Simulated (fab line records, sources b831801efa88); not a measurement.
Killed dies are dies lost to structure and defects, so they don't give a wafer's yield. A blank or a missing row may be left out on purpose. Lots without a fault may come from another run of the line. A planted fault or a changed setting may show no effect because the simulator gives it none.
A struck lot beside a sound one | flow sky130 | 16 steps out of a route of 708
Sound: wafers L288.3, L288.4, L288.5. Struck: wafer L295.5. (L295.1, L295.3 of the same lot were not struck and are left out.) The cause comes at the end.
At each step with rows: each side's tool, then ch and its chambers, then its first start. Under that, the readings that differ: sound wafers | struck wafers | difference of the means | sigmas: that difference in standard deviations of wafers without a fault.
alike: readings whose means differ by less than 2 such deviations, and words and numbers that are the same on both sides. not compared: withheld readings, readings that some wafer has no value for, bounds like >300 that may hide the same value, and numbers for which the record gives no deviation and whose values overlap.
The two part at a step that has a row with sigmas, a row that says differs or no value, or rows on one side only. Numbers that don't overlap but have no deviation are shown without sigmas and don't part them. A reading that every wafer of one side lacks parts them only if that side has two wafers or more.

first, 8 steps without rows for these wafers: SKY_METAL2_DEHYDRATE_07 (time 60 s); SKY_METAL2_HMDS_08 (prime time 60 s); SKY_METAL2_COAT_09 (resist thk 60 nm); SKY_METAL2_COAT_10 (resist thk 450 nm); SKY_METAL2_SOFTBAKE_11 (time 90 s); SKY_METAL2_EXPOSE_12 (exposes mask MM2, target cd 140 nm); SKY_METAL2_PEB_13; SKY_METAL2_DEVELOP_14 (develop time 60 s).
SKY_METAL2_CD_MEAS_15: target cd 140 nm.
  sound on cd_sem-02, day 35 21:22; struck on cd_sem-02, day 38 01:58
  alike: cd_nm
SKY_METAL2_OVL_MEAS_16:
  sound on overlay-01, day 35 21:27; struck on overlay-02, day 38 02:05
  alike: METAL2_OVL
SKY_METAL2_DESCUM_17: chemistry O2, time 8 s.
  sound on rie_metal-04 ch 0,1, day 35 21:29; struck on rie_metal-04 ch 0, day 38 02:07
  alike: drypump_motor_current_A, oes_product_au
  not compared: rf_hours_counter_h
SKY_METAL2_ETCH_18: etches BARC in N2/H2, stops on SiO2, time 45.9 s, target depth 60 nm.
  sound on rie_metal-04 ch 0,1, day 35 21:32; struck on rie_metal-04 ch 0, day 38 02:09
  alike: drypump_motor_current_A, h2_flow_sccm, oes_product_au, throttle_valve_pct
  not compared: rf_hours_counter_h
SKY_METAL2_METAL_ETCH_19: etches the open film in Cl2/BCl3, stops on SiO2, target depth 360 nm, time 78 s.
  sound on rie_metal-04 ch 0,1, day 35 21:36; struck on rie_metal-04 ch 0, day 38 02:13
  reading                                       | sound             | struck | difference | sigmas
  model.KrF-thick_of_METAL2_COAT_10.thk_nm (nm) | 152.9 152.7 153   | 188.7  | +35.8      |
  model.METAL2.cd_nm (nm)                       | 144.1 140.8 140.7 | 144.6  | +2.7       |
  model.SiO2_of_VIA1_HDPCVD_00.thk_nm (nm)      | 330.2 331.6 332.6 | 335.4  | +3.9       |
  alike: drypump_motor_current_A, oes_product_au, throttle_valve_pct
  not compared: rf_hours_counter_h
SKY_METAL2_STRIP_20: strips in O2/N2.
  sound on plasma_asher-01 ch 0,1, day 35 21:41; struck on plasma_asher-01 ch 1, day 38 02:19
  reading                      | sound             | struck | difference | sigmas
  oes_product_au (a.u.)        | 0.336 0.327 0.339 | 0.356  | +0.022     | +4
  strip_time_to_endpoint_s (s) | 2.61 2.63 2.62    | 3.02   | +0.40      | +7
  alike: drypump_motor_current_A
  not compared: rf_hours_counter_h
then, 1 step without rows for these wafers: SKY_METAL2_STRIP_21 (strips in post etch residue remover, time 1200 s).
-- the record jumps here: 10 days lie between the struck wafers' starts before and after (it left off in module METAL2 and takes up again in module PAD_OPEN, whose first step shown is number 708 of the route) --
SKY_PAD_OPEN_PROBE_99:
  sound on prober-02, day 46 09:05; struck on prober-01, day 48 01:26
  alike: defect_limited_yield, killed_at_M0_to_M3, killed_at_M4_up, killed_at_contacts, killed_at_front_end, killed_at_other, killed_dies, killed_open, killed_short, sort_bin_3_pad_short, sort_bin_5_function, sort_bin_6_memory, sort_n_pass, sort_yield_pct

WHERE THEY PART
Only at SKY_METAL2_STRIP_20, within this record. Later steps at which nothing parts them and some readings are alike: SKY_PAD_OPEN_PROBE_99.

WHY: what the simulator had put in
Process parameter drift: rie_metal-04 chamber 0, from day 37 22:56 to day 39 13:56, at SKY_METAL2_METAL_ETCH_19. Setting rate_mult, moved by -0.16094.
